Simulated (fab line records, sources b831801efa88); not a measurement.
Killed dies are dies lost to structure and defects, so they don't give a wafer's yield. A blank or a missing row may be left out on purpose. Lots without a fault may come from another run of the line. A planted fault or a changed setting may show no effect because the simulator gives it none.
Which tool did it? | flow sky130 | 12 lots, 36 wafers sampled, at 3 steps of a route of 708

WHAT THE GAUGES READ, wafer by wafer
SKY_METAL2_CD_MEAS_15: target cd 140 nm.
lot  | measured     | on        | cd_nm (nm)
L592 | day 35 02:50 | cd_sem-01 | 142.2 142.4 142.1
L594 | day 35 18:59 | cd_sem-01 | 137.3 137.8 136.8
L598 | day 37 01:14 | cd_sem-01 | 140.5 140.1 140.4
L603 | day 38 15:33 | cd_sem-01 | 139.4 139.0 137.2
L604 | day 38 19:51 | cd_sem-01 | 139.4 139.5 141.0
L605 | day 39 02:44 | cd_sem-01 | 141.8 140.3 141.1
L606 | day 39 14:22 | cd_sem-01 | 140.4 138.5 139.4
L607 | day 40 00:16 | cd_sem-01 | 141.7 141.3 144.5
L608 | day 40 00:31 | cd_sem-02 | 141.9 141.1 141.0
L610 | day 40 10:11 | cd_sem-02 | 137.8 138.4 138.5
L609 | day 40 10:43 | cd_sem-01 | 136.3 136.3 137.9
L613 | day 41 03:55 | cd_sem-02 | 139.5 138.4 139.3

WHICH TOOL RAN EACH LOT (tool, then ch and the chambers of the sampled wafers, then the start)
lot  | SKY_VIA1_CMP_24               | SKY_METAL2_DEVELOP_14
L592 | cmp-01 ch 0,1,3, day 33 23:47 | litho_track-02 ch 0, day 35 02:00
L594 | cmp-01 ch 0,3, day 34 15:45   | litho_track-03 ch 0, day 35 18:00
L598 | cmp-01 ch 1,2, day 35 23:08   | litho_track-03 ch 0, day 37 01:00
L603 | cmp-01 ch 0,1,2, day 37 13:15 | litho_track-02 ch 0, day 38 15:00
L604 | cmp-02 ch 0,3, day 37 18:36   | litho_track-02 ch 0, day 38 19:00
L605 | cmp-01 ch 1,2,3, day 38 01:32 | litho_track-04 ch 0, day 39 02:00
L606 | cmp-02 ch 0,1,3, day 38 12:23 | litho_track-03 ch 0, day 39 14:00
L607 | cmp-02 ch 0,1,2, day 38 22:40 | litho_track-03 ch 0, day 40 00:00
L608 | cmp-01 ch 0,3, day 38 22:58   | litho_track-04 ch 0, day 40 00:00
L610 | cmp-02 ch 1,2,3, day 39 09:00 | litho_track-03 ch 0, day 40 10:00
L609 | cmp-01 ch 1,3, day 39 09:42   | litho_track-04 ch 0, day 40 10:00
L613 | cmp-01 ch 2,3, day 40 03:23   | litho_track-03 ch 0, day 41 03:00
- SKY_VIA1_CMP_24: polishes, stops on SiO2, t overpolish 15 s, target thk 0 nm.
- SKY_METAL2_DEVELOP_14: develop time 60 s.

WHAT THE TOOLS THEMSELVES READ (means of the sampled wafers that have a number; where no wafer has one, the mark that the record gives instead)
SKY_VIA1_CMP_24.
lot  | tool   | motor_current_A (A) | overpolish_run_s (s) | time_to_endpoint_s (s)
L592 | cmp-01 | 10.7                | 14.991               | 61
L594 | cmp-01 | 9.6                 | 14.994               | 61
L598 | cmp-01 | 12.6                | 15.003               | 63
L603 | cmp-01 | 12.0                | 14.997               | 65
L604 | cmp-02 | 12.6                | 15.003               | 62
L605 | cmp-01 | 11.3                | 14.997               | 67
L606 | cmp-02 | 11.4                | 14.994               | 63
L607 | cmp-02 | 10.9                | 15.007               | 67
L608 | cmp-01 | 10.5                | 14.998               | 64
L610 | cmp-02 | 12.2                | 15.003               | 67
L609 | cmp-01 | 11.2                | 14.997               | 65
L613 | cmp-01 | 10.1                | 14.998               | 63

SKY_METAL2_DEVELOP_14.
lot  | tool           | developer_temp_C (C)
L592 | litho_track-02 | 21.04
L594 | litho_track-03 | 20.86
L598 | litho_track-03 | 21.09
L603 | litho_track-02 | 20.09
L604 | litho_track-02 | 20.11
L605 | litho_track-04 | 21.10
L606 | litho_track-03 | 21.04
L607 | litho_track-03 | 21.09
L608 | litho_track-04 | 20.98
L610 | litho_track-03 | 21.10
L609 | litho_track-04 | 20.99
L613 | litho_track-03 | 20.96

THE ANSWER, worked out from the rows above alone
Rule: what is usual is taken from the lots themselves. Put in order of their means at a reading, lots are off if they are a third of the lots or fewer, leave a main group of 4 or more, and stand apart from it by a gap of 3 or more times the standard deviation of the main group's means; of several such gaps the widest counts. A main group whose means are all the same, to the digits that the tables above print for the reading, isn't used. A lot without any number at a reading at which 4 lots or more have one is off too. The other lots that the step has rows for count as sound. The gauges are gone through in route order, then the tools' own readings, and for those a lot's mean is taken as printed above. The first step at which some lot is off is used, and at that step the reading that is off furthest; a lot without a number counts as furthest.
Off: L603, L604, at SKY_METAL2_DEVELOP_14 (developer_temp_C). The main group: mean 21.02 C, standard deviation 0.074.
A tool fits if, at that step or a process step before it, it ran every lot that is off, and no sound lot after the first of them. One fits: litho_track-02 at SKY_METAL2_DEVELOP_14. Its last sound lot is L592 (day 35 02:00), its first lot that is off L603 (day 38 15:00): a fault that began between those two fits.
The tool's own readings at SKY_METAL2_DEVELOP_14 bear it out: on the lots that are off they differ by more than 5 times the standard deviation of the sound lots' means. developer_temp_C reads 20.10 C there against 21.02 C on the sound lots.

WHAT THE SIMULATOR HAD PUT IN
Process parameter drift: litho_track-02, from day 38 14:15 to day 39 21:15, at SKY_METAL2_DEVELOP_14. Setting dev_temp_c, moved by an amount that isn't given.
Lots struck among those shown: L603, L604. The rule above found the same.
